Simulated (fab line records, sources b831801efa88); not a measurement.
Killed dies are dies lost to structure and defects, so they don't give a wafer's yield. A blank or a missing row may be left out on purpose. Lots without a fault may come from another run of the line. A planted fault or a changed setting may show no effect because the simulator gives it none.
Which tool did it? | flow sky130 | 10 lots, 30 wafers sampled, at 4 steps of a route of 708

WHAT THE GAUGES READ, wafer by wafer
SKY_LDD_P_TW_MEAS_11.
lot  | measured     | on            | LDD_P_TW
L519 | day 18 18:16 | film_metro-03 | 636 637 636
L520 | day 19 07:20 | film_metro-03 | 640 642 641
L523 | day 20 16:01 | film_metro-02 | 637 640 640
L524 | day 21 07:27 | film_metro-01 | 637 635 635
L527 | day 22 08:15 | film_metro-02 | 640 639 634
L530 | day 23 08:57 | film_metro-03 | 30 30 30 30 30 30
L531 | day 23 16:59 | film_metro-03 | 634 632 642
L539 | day 26 07:25 | film_metro-03 | 639 637 639
L540 | day 26 19:25 | film_metro-01 | 641 639 642
L541 | day 27 02:35 | film_metro-01 | 641 646 641

WHICH TOOL RAN EACH LOT (tool, then ch and the chambers of the sampled wafers, then the start)
lot  | SKY_FIELD_ISO_CMP_27         | SKY_LDD_N_STRIP_16                   | SKY_LDD_P_STRIP_10
L519 | cmp-01 ch 0,1,3, day 2 10:25 | plasma_asher-02 ch 0,1, day 17 12:14 | plasma_asher-04 ch 0,1, day 18 18:10
L520 | cmp-01 ch 0,1,2, day 2 14:08 | plasma_asher-03 ch 0,1, day 18 00:44 | plasma_asher-04 ch 0,1, day 19 07:14
L523 | cmp-01 ch 0,1, day 3 07:40   | plasma_asher-01 ch 0,1, day 19 08:59 | plasma_asher-02 ch 0,1, day 20 15:54
L524 | cmp-02 ch 1,3, day 3 11:38   | plasma_asher-02 ch 0,1, day 20 00:05 | plasma_asher-04 ch 0,1, day 21 07:21
L527 | cmp-01 ch 1,2, day 4 01:26   | plasma_asher-03 ch 0,1, day 21 00:53 | plasma_asher-02 ch 0,1, day 22 08:09
L530 | cmp-02 ch 0,1,2, day 4 22:09 | plasma_asher-03 ch 0,1, day 22 02:53 | plasma_asher-04 ch 0,1, day 23 08:51
L531 | cmp-02 ch 0,1,3, day 5 03:16 | plasma_asher-02 ch 0,1, day 22 10:53 | plasma_asher-02 ch 0,1, day 23 16:53
L539 | cmp-01 ch 0,1,2, day 6 18:25 | plasma_asher-01 ch 0, day 25 02:29   | plasma_asher-04 ch 0,1, day 26 07:19
L540 | cmp-02 ch 1,2,3, day 6 22:48 | plasma_asher-02 ch 0,1, day 25 13:47 | plasma_asher-03 ch 0,1, day 26 19:19
L541 | cmp-02 ch 1,2,3, day 7 05:40 | plasma_asher-02 ch 0,1, day 25 20:47 | plasma_asher-04 ch 0,1, day 27 02:29
- SKY_FIELD_ISO_CMP_27: polishes, stops on Si3N4, t overpolish 16 s, target thk 457.8 nm.
- SKY_LDD_N_STRIP_16: strips in O2/N2.
- SKY_LDD_P_STRIP_10: strips in O2/N2.

THE ANSWER, worked out from the rows above alone
Rule: what is usual is taken from the lots themselves. Put in order of their means at a reading, lots are off if they are a third of the lots or fewer, leave a main group of 4 or more, and stand apart from it by a gap of 3 or more times the standard deviation of the main group's means; of several such gaps the widest counts. A main group whose means are all the same, to the digits that the tables above print for the reading, isn't used. A lot without any number at a reading at which 4 lots or more have one is off too. The other lots that the step has rows for count as sound.
Off: L530, at SKY_LDD_P_TW_MEAS_11 (LDD_P_TW). The main group: mean 639, standard deviation 2.3.
A tool fits if, at a process step before that reading, it ran every lot that is off, and no sound lot after the first of them. The gauges at SKY_LDD_P_TW_MEAS_11 are tried like those tools. One fits: plasma_asher-03 at SKY_LDD_N_STRIP_16. Its last sound lot is L527 (day 21 00:53), its first lot that is off L530 (day 22 02:53): a fault that began between those two fits.

WHAT THE SIMULATOR HAD PUT IN
Strip aborted: plasma_asher-03, from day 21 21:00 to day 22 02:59, at SKY_LDD_N_STRIP_16. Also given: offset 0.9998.
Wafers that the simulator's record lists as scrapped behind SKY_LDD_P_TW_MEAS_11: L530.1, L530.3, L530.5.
Lots struck among those shown: L530. The rule above found the same.
